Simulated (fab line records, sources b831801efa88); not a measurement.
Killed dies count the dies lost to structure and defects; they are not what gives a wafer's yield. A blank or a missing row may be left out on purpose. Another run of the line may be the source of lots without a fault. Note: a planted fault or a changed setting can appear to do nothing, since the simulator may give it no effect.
fab line records -- flow sky130
[record] lots = 10, wafers = 30, last-day = 50
route steps=708 shown SONOS_ONO@173 METAL2@503 VIA2@528
lots that met no fault: taken from a fault-free run of the same line
start-h: hours from the record's first day to the start of the lot's first wafer shown -- wait-h: hours from the lot's prior step to this one -- " identical to the entry in the row above -- L1.1+2: a row that stands for several wafers -- - no value, or no start was given -- * or withheld: withheld -- < > ~ a bound
route shown NAME@n: NAME is a module with steps in the file, n the number in the route of the first one -- usual: average and standard deviation across the fault-free wafers -- same: alike in all rows -- chamber/n: place in a boat -- sites: per-site readings -- _std_site: the values' standard deviation -- _edge_site: the outer-site mean with the inner-site mean subtracted -- radius-mm: for every site, how far away it sits from the centre of the wafer -- mask NAME#n: copy n -- behind: the most recent tool/chamber to have shaped the wafer -- hold: the reason the lot was held/the length of the hold in hours/how it ended -- device: transistor that didn't switch, given as n, p or np -- end of line: at the end of the route, the tests of the same wafers -- step lacking rows: just its recipe -- killed: the dies lost at the first sort to structure and to defects; this is not the yield of the wafer -- map: dies across one wafer; x = killed, . = not, _ = none there
set.NAME: the setting that was run; set.NAME@STEP: the one run at that earlier step -- model.NAME: the simulator's own value behind a step, which no gauge read
one table for each step of the route and one row for each wafer, over a sample of lots
services: a tool's chamber out of use, with start hour (start-h, from the record's first day; less than 0 if before it), hours out, and reason
[[steps]]
[step SKY_SONOS_ONO_THK_MEAS_05]
[recipe] reads = SiO2_of_SONOS_ONO_CVD_04
[usual] SONOS_ONO_CVD_04_THK = 5.75/0.11
lot.wafer,tool,chamber,start-h,wait-h,SONOS_ONO_CVD_04_THK[nm]
L857.3,film-metro-01,-,270.16,0.0,5.61
L857.4,film-metro-01,-,270.16,0.0,5.66
L857.6,film-metro-01,-,270.16,0.0,5.65
L858.3,film-metro-02,-,276.80,0.1,5.52
L858.4,film-metro-02,-,276.80,0.1,5.58
L858.5,film-metro-02,-,276.80,0.1,5.58
L859.1,film-metro-01,-,278.92,0.0,5.67
L859.2,film-metro-01,-,278.92,0.0,5.72
L859.3,film-metro-01,-,278.92,0.0,5.72
L860.3,film-metro-02,-,286.94,0.0,5.71
L860.5,film-metro-02,-,286.94,0.0,5.65
L860.6,film-metro-02,-,286.94,0.0,5.72
L861.1,film-metro-02,-,288.27,0.0,5.70
L861.3,film-metro-02,-,288.27,0.0,5.56
L861.4,film-metro-02,-,288.27,0.0,5.58
L866.1,film-metro-01,-,340.79,0.0,5.82
L866.4,film-metro-01,-,340.79,0.0,5.82
L866.6,film-metro-01,-,340.79,0.0,5.75
L872.1,film-metro-02,-,379.84,0.0,5.74
L872.5,film-metro-02,-,379.84,0.0,5.81
L872.6,film-metro-02,-,379.84,0.0,5.85
L874.1,film-metro-01,-,399.04,0.0,5.92
L874.5,film-metro-01,-,399.04,0.0,5.89
L874.6,film-metro-01,-,399.04,0.0,5.89
L876.2,film-metro-01,-,412.75,0.0,5.70
L876.4,film-metro-01,-,412.75,0.0,5.64
L876.6,film-metro-01,-,412.75,0.0,5.64
L877.2,film-metro-02,-,424.84,0.0,5.96
L877.4,film-metro-02,-,424.84,0.0,5.85
L877.5,film-metro-02,-,424.84,0.0,5.80
[step SKY_SONOS_ONO_OVL_MEAS_14]
[usual] SONOS_ONO_OVL = 0.1/1.7
lot.wafer,tool,chamber,start-h,wait-h,SONOS_ONO_OVL[nm]
L857.3,overlay-02,-,294.94,0.1,1.5
L857.4,overlay-02,-,294.94,0.1,1.4
L857.6,overlay-02,-,294.94,0.1,1.6
L858.3,overlay-02,-,302.02,0.1,-0.3
L858.4,overlay-02,-,302.02,0.1,2.1
L858.5,overlay-02,-,302.02,0.1,0.6
L859.1,overlay-01,-,303.91,0.1,0.1
L859.2,overlay-01,-,303.91,0.1,-3.2
L859.3,overlay-01,-,303.91,0.1,-0.2
L860.3,overlay-01,-,312.39,0.1,-0.2
L860.5,overlay-01,-,312.39,0.1,1.7
L860.6,overlay-01,-,312.39,0.1,1.5
L861.1,overlay-01,-,314.12,0.1,2.4
L861.3,overlay-01,-,314.12,0.1,2.2
L861.4,overlay-01,-,314.12,0.1,2.3
L866.1,overlay-02,-,368.66,0.1,-0.2
L866.4,overlay-02,-,368.66,0.1,-1.6
L866.6,overlay-02,-,368.66,0.1,1.0
L872.1,overlay-02,-,407.51,0.1,1.7
L872.5,overlay-02,-,407.51,0.1,-0.2
L872.6,overlay-02,-,407.51,0.1,2.3
L874.1,overlay-01,-,429.21,0.1,-0.6
L874.5,overlay-01,-,429.21,0.1,-0.3
L874.6,overlay-01,-,429.21,0.1,-0.6
L876.2,overlay-02,-,443.49,0.1,1.6
L876.4,overlay-02,-,443.49,0.1,0.6
L876.6,overlay-02,-,443.49,0.1,1.5
L877.2,overlay-01,-,456.11,0.1,-0.9
L877.4,overlay-01,-,456.11,0.1,-1.0
L877.5,overlay-01,-,456.11,0.1,-1.8
[step SKY_METAL2_STRIP_20]
[recipe] chemistry = O2/N2, power-w = 1400, pressure-mtorr = 1500, platen-temp-c = withheld, o2-flow-sccm = 3000, n2-flow-sccm = 300, overash-fraction = 0.5
[usual] drypump-motor-current-A = 5.83/0.21, oes-product-au = 0.343/0.0045, strip-time-to-endpoint-s = 2.69/0.051
lot.wafer,tool,chamber,start-h,wait-h,drypump-motor-current-A,oes-product-au,rf-hours-counter-h,strip-time-to-endpoint-s
L857.3,plasma-asher-04,1,840.22,0.1,6.03,0.345,-,2.72
L857.4,plasma-asher-04,0,840.22,0.1,5.73,0.347,-,2.62
L857.6,plasma-asher-04,0,840.22,0.1,5.73,0.345,-,2.65
L859.1,plasma-asher-03,1,844.60,0.1,5.32,0.351,9,2.75
L859.2,plasma-asher-03,0,844.60,0.1,6.06,0.350,9,2.76
L859.3,plasma-asher-03,1,844.60,0.1,5.29,0.341,-,2.73
L858.3,plasma-asher-04,0,846.46,0.1,5.75,0.340,-,2.61
L858.4,plasma-asher-04,1,846.46,0.1,6.05,0.334,-,2.66
L858.5,plasma-asher-04,1,846.46,0.1,6.05,0.340,-,2.59
L861.1,plasma-asher-04,1,851.24,0.1,6.05,0.341,103,2.66
L861.3,plasma-asher-04,1,851.24,0.1,6.09,0.342,-,2.66
L861.4,plasma-asher-04,0,851.24,0.1,5.75,0.347,-,2.70
L860.3,plasma-asher-04,1,855.72,0.1,6.05,0.347,-,2.65
L860.5,plasma-asher-04,0,855.72,0.1,5.74,0.342,-,2.62
L860.6,plasma-asher-04,1,855.72,0.1,6.01,0.347,-,2.68
L866.1,plasma-asher-02,1,907.26,0.2,5.76,0.340,78,2.73
L866.4,plasma-asher-02,1,907.26,0.2,5.75,0.348,-,2.71
L866.6,plasma-asher-02,1,907.26,0.2,5.76,0.342,-,2.72
L872.1,plasma-asher-02,0,938.10,0.1,5.88,0.338,81,2.68
L872.5,plasma-asher-02,1,938.10,0.1,5.74,0.341,-,2.68
L872.6,plasma-asher-02,0,938.10,0.1,5.85,0.338,-,2.61
L874.1,plasma-asher-04,1,952.83,0.1,6.03,0.346,112,2.69
L874.5,plasma-asher-04,0,952.83,0.1,5.78,0.339,-,2.73
L874.6,plasma-asher-04,1,952.83,0.1,6.01,0.340,-,2.67
L876.2,plasma-asher-02,0,965.95,0.1,5.85,0.343,84,2.70
L876.4,plasma-asher-02,0,965.95,0.1,5.87,0.346,-,2.71
L876.6,plasma-asher-02,0,965.95,0.1,5.87,0.343,-,2.75
L877.2,plasma-asher-04,0,972.05,0.1,5.75,0.348,114,2.75
L877.4,plasma-asher-04,0,972.05,0.1,5.76,0.350,-,2.76
L877.5,plasma-asher-04,1,972.05,0.1,6.08,0.346,-,2.73
[step SKY_VIA2_CVD_21]
[recipe] material = W, target-thk-nm = 420, time-s = 126.4, temp-c = 400, pressure-torr = 40
[usual] heater-power-w = 915/110, susceptor-temp-C = 400.07/0.22
lot.wafer,tool,chamber,start-h,wait-h,heater-power-w,susceptor-temp-C
L857.3,cvd-w-01,1,867.86,0.1,1034,399.83
L857.4,cvd-w-01,0,867.86,0.1,818,399.94
L857.6,cvd-w-01,1,867.86,0.1,1024,400.01
L859.1,cvd-w-01,0,872.14,0.0,800,399.99
L859.2,cvd-w-01,1,872.14,0.0,1050,400.11
L859.3,cvd-w-01,0,872.14,0.0,820,400.22
L858.3,cvd-w-02,0,873.31,0.1,818,400.14
L858.4,cvd-w-02,1,873.31,0.1,1003,400.20
L858.5,cvd-w-02,1,873.31,0.1,1035,400.25
L861.1,cvd-w-01,1,878.95,0.0,1053,399.92
L861.3,cvd-w-01,0,878.95,0.0,797,399.82
L861.4,cvd-w-01,1,878.95,0.0,1022,400.07
L860.3,cvd-w-02,1,883.01,0.1,1035,400.14
L860.5,cvd-w-02,1,883.01,0.1,1039,400.27
L860.6,cvd-w-02,0,883.01,0.1,847,399.86
L866.1,cvd-w-02,1,934.32,0.0,1021,399.80
L866.4,cvd-w-02,0,934.32,0.0,826,400.23
L866.6,cvd-w-02,1,934.32,0.0,1011,400.09
L872.1,cvd-w-01,1,963.70,0.0,1014,399.97
L872.5,cvd-w-01,1,963.70,0.0,989,399.66
L872.6,cvd-w-01,0,963.70,0.0,757,399.76
L874.1,cvd-w-02,1,978.62,0.0,1047,400.09
L874.5,cvd-w-02,1,978.62,0.0,1046,400.13
L874.6,cvd-w-02,0,978.62,0.0,848,400.28
L876.2,cvd-w-02,0,991.91,0.0,874,399.87
L876.4,cvd-w-02,0,991.91,0.0,849,399.78
L876.6,cvd-w-02,0,991.91,0.0,844,399.85
L877.2,cvd-w-02,0,997.82,0.0,843,400.39
L877.4,cvd-w-02,0,997.82,0.0,840,399.93
L877.5,cvd-w-02,1,997.82,0.0,1037,400.21
[step SKY_VIA2_RS_MEAS_22]
[recipe] thk-meas-gauge = four-point-probe, reads = W_of_VIA2_CVD_21+TiN_of_VIA2_SPUTTER_20
[usual] VIA2_W_RS = 0.271/0.0053
lot.wafer,tool,chamber,start-h,wait-h,VIA2_W_RS[ohm/sq]
L857.3,film-metro-01,-,867.98,0.1,0.266
L857.4,film-metro-01,-,867.98,0.1,0.275
L857.6,film-metro-01,-,867.98,0.1,0.264
L859.1,film-metro-01,-,872.27,0.1,0.269
L859.2,film-metro-01,-,872.27,0.1,0.261
L859.3,film-metro-01,-,872.27,0.1,0.274
L858.3,film-metro-04,-,873.43,0.1,0.275
L858.4,film-metro-04,-,873.43,0.1,0.271
L858.5,film-metro-04,-,873.43,0.1,0.271
L861.1,film-metro-01,-,879.08,0.1,0.265
L861.3,film-metro-01,-,879.08,0.1,0.276
L861.4,film-metro-01,-,879.08,0.1,0.270
L860.3,film-metro-01,-,883.14,0.1,0.274
L860.5,film-metro-01,-,883.14,0.1,0.273
L860.6,film-metro-01,-,883.14,0.1,0.278
L866.1,film-metro-02,-,934.45,0.1,0.268
L866.4,film-metro-02,-,934.45,0.1,0.274
L866.6,film-metro-02,-,934.45,0.1,0.271
L872.1,film-metro-01,-,963.83,0.1,0.197
L872.5,film-metro-01,-,963.83,0.1,0.197
L872.6,film-metro-01,-,963.83,0.1,0.272
L874.1,film-metro-01,-,978.75,0.1,0.276
L874.5,film-metro-01,-,978.75,0.1,0.274
L874.6,film-metro-01,-,978.75,0.1,0.278
L876.2,film-metro-02,-,992.06,0.1,0.278
L876.4,film-metro-02,-,992.06,0.1,0.271
L876.6,film-metro-02,-,992.06,0.1,0.278
L877.2,film-metro-01,-,997.97,0.1,0.274
L877.4,film-metro-01,-,997.97,0.1,0.272
L877.5,film-metro-01,-,997.97,0.1,0.271
[step SKY_VIA2_THK_MEAS_23]
[recipe] thk-meas-gauge = xrf, reads = W_of_VIA2_CVD_21
[usual] VIA2_W_THK = 426/9
lot.wafer,tool,chamber,start-h,wait-h,VIA2_W_THK[nm]
L857.3,film-metro-01,-,868.08,0.1,431
L857.4,film-metro-01,-,868.08,0.1,423
L857.6,film-metro-01,-,868.08,0.1,438
L859.1,film-metro-01,-,872.39,0.1,432
L859.2,film-metro-01,-,872.39,0.1,444
L859.3,film-metro-01,-,872.39,0.1,421
L858.3,film-metro-04,-,873.53,0.1,427
L858.4,film-metro-04,-,873.53,0.1,432
L858.5,film-metro-04,-,873.53,0.1,429
L861.1,film-metro-01,-,879.20,0.1,436
L861.3,film-metro-01,-,879.20,0.1,421
L861.4,film-metro-01,-,879.20,0.1,430
L860.3,film-metro-01,-,883.24,0.1,425
L860.5,film-metro-01,-,883.24,0.1,426
L860.6,film-metro-01,-,883.24,0.1,416
L866.1,film-metro-02,-,934.57,0.1,432
L866.4,film-metro-02,-,934.57,0.1,420
L866.6,film-metro-02,-,934.57,0.1,428
L872.1,film-metro-01,-,963.95,0.1,-
L872.5,film-metro-01,-,963.95,0.1,-
L872.6,film-metro-01,-,963.95,0.1,420
L874.1,film-metro-01,-,978.87,0.1,417
L874.5,film-metro-01,-,978.87,0.1,418
L874.6,film-metro-01,-,978.87,0.1,412
L876.2,film-metro-02,-,992.17,0.1,411
L876.4,film-metro-02,-,992.17,0.1,421
L876.6,film-metro-02,-,992.17,0.1,414
L877.2,film-metro-01,-,998.08,0.1,424
L877.4,film-metro-01,-,998.08,0.1,427
L877.5,film-metro-01,-,998.08,0.1,434
[step SKY_VIA2_CMP_24]
[recipe] stop-on = SiO2, t-overpolish-s = 20, down-force-psi = 3.5, platen-rpm = 60, target-thk-nm = 0, pad-velocity-m-s = 0.94248
[usual] head-pressure-psi = 3.500/0.0074, motor-current-A = 11.6/1.9, slurry-filter-dp-kPa = 13.51/0.14, time-to-endpoint-s = 100/5.5
lot.wafer,tool,chamber,start-h,wait-h,head-pressure-psi,motor-current-A,slurry-filter-dp-kPa,time-to-endpoint-s
L857.3,cmp-02,0,868.12,0.0,3.494,11.0,13.56,98
L857.4,cmp-02,1,868.12,0.0,3.502,12.3,13.60,90
L857.6,cmp-02,1,868.12,0.0,3.502,12.4,13.46,96
L859.3,cmp-02,1,872.45,0.0,3.503,13.0,13.39,91
L859.1,cmp-02,2,872.45,0.0,3.510,9.9,13.29,97
L859.2,cmp-02,3,872.45,0.0,3.503,12.5,13.37,96
L858.4,cmp-01,0,873.57,0.0,3.489,9.7,13.36,109
L858.3,cmp-01,1,873.57,0.0,3.497,10.0,13.47,104
L858.5,cmp-01,1,873.57,0.0,3.497,9.9,13.51,103
L861.3,cmp-02,1,879.26,0.0,3.507,12.8,13.57,94
L861.4,cmp-02,2,879.26,0.0,3.492,9.7,13.59,103
L861.1,cmp-02,3,879.26,0.0,3.483,12.4,13.42,97
L860.3,cmp-02,2,883.28,0.0,3.509,9.7,13.63,100
L860.6,cmp-02,2,883.28,0.0,3.509,10.0,13.42,96
L860.5,cmp-02,3,883.28,0.0,3.498,12.6,13.27,93
L866.4,cmp-02,0,934.63,0.0,3.499,11.0,13.59,97
L866.1,cmp-02,2,934.63,0.0,3.495,9.3,13.44,107
L866.6,cmp-02,1,934.63,0.0,3.500,12.5,13.49,95
L872.1,cmp-02,0,964.11,0.1,3.504,11.0,13.39,136
L872.5,cmp-02,2,964.11,0.1,3.513,9.6,13.28,138
L872.6,cmp-02,3,964.11,0.1,3.507,12.6,13.54,100
L874.1,cmp-01,3,979.02,0.1,3.517,10.9,13.66,101
L874.6,cmp-01,2,979.02,0.1,3.494,16.2,13.48,97
L874.5,cmp-01,3,979.02,0.1,3.498,11.0,13.45,104
L876.4,cmp-01,3,992.22,0.0,3.498,11.0,13.34,109
L876.2,cmp-01,0,992.22,0.0,3.502,9.6,13.52,103
L876.6,cmp-01,3,992.22,0.0,3.495,11.2,13.68,104
L877.2,cmp-01,1,998.13,0.0,3.500,9.2,13.44,94
L877.4,cmp-01,0,998.13,0.0,3.489,9.8,13.40,104
L877.5,cmp-01,2,998.13,0.0,3.508,15.6,13.72,100
[[services]]
tool,chamber,start-h,hours,kind
plasma-asher-03,-,829.64,5.9,repair
plasma-asher-02,-,851.03,0.5,repair
plasma-asher-04,-,860.28,6.9,repair
cmp-01,-,860.38,0.3,repair
plasma-asher-02,-,861.75,1.2,repair
cvd-w-02,-,880.81,1.6,repair
cmp-01,-,884.03,6.3,pm
cvd-w-01,-,888.48,6.0,pm
cmp-02,-,903.55,0.6,repair
cvd-w-01,-,904.00,14.0,pm
cvd-w-01,0,904.00,14.0,vent-cycle
cvd-w-01,1,904.00,14.0,vent-cycle
cmp-01,-,912.46,4.0,pm
cmp-01,-,916.46,-,consumable-replace:conditioner
cmp-01,-,916.46,-,consumable-replace:pad
cvd-w-01,0,918.00,-,clean
cvd-w-01,1,918.00,-,clean
cvd-w-02,-,918.58,2.8,pm
cmp-01,-,937.22,11.2,pm
cmp-02,-,976.79,14.1,pm
cmp-02,-,990.93,4.3,pm
[[key]]
[first-sign] step = SKY_VIA2_RS_MEAS_22, reading = VIA2_W_RS, direction = down, sigmas = 14, usual = 0.271, struck = 0.197
[effect] step = SKY_VIA2_THK_MEAS_23, reading = VIA2_W_THK, direction = missing
[effect] step = SKY_VIA2_CMP_24, reading = time-to-endpoint-s, direction = up, sigmas = 6.8, usual = *, struck = *
met-at SKY_VIA2_CVD_21
struck-lots L872
struck-wafers L872.1,L872.5
not-acting-at SKY_SONOS_ONO_THK_MEAS_05,SKY_SONOS_ONO_OVL_MEAS_14,SKY_METAL2_STRIP_20
onset-between 878.95 963.70
[fault] kind = process-parameter-drift, tool = cvd-w-01, chamber = -, onset-h = 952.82, steps = SKY_VIA2_CVD_21, channel = target-thk-nm, offset = 133.11, shape = step, end-h = 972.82, scope = struck-wafers-only, acts-in = these-recipes-only, stated = 420
